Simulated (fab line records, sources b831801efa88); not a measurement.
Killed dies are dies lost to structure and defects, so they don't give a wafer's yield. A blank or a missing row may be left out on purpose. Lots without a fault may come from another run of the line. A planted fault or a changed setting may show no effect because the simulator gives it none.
Which tool did it? | flow gf180mcu | 6 lots, 18 wafers sampled, at 1 step of a route of 602

WHAT THE GAUGES READ, wafer by wafer
GF_VT_IMPLANT_OVL_MEAS_18.
lot  | measured     | on         | VT_IMPLANT_01_OVL (nm)
L354 | day 6 11:49  | overlay-01 | -2.2 -2.2 -1.8
L356 | day 7 03:07  | overlay-01 | -1.3 -0.5 -1.6
L358 | day 7 15:19  | overlay-02 | 1.1 1.6 -0.6
L360 | day 8 04:16  | overlay-02 | -1.3 -0.5 0.3
L366 | day 9 18:26  | overlay-01 | 0.4 0.6 0.1
L372 | day 11 07:25 | overlay-02 | 2.3 1.8 1.3

WHICH TOOL RAN EACH LOT (tool, then ch and the chambers of the sampled wafers, then the start)
The record holds no process step before these readings.

THE ANSWER, worked out from the rows above alone
Rule: what is usual is taken from the lots themselves. Put in order of their means at a reading, lots are off if they are a third of the lots or fewer, leave a main group of 4 or more, and stand apart from it by a gap of 3 or more times the standard deviation of the main group's means; of several such gaps the widest counts. A main group whose means are all the same, to the digits that the tables above print for the reading, isn't used. A lot without any number at a reading at which 4 lots or more have one is off too. The other lots that the step has rows for count as sound.
No lot is off at any reading shown: from this, nothing can be told.

WHAT THE SIMULATOR HAD PUT IN
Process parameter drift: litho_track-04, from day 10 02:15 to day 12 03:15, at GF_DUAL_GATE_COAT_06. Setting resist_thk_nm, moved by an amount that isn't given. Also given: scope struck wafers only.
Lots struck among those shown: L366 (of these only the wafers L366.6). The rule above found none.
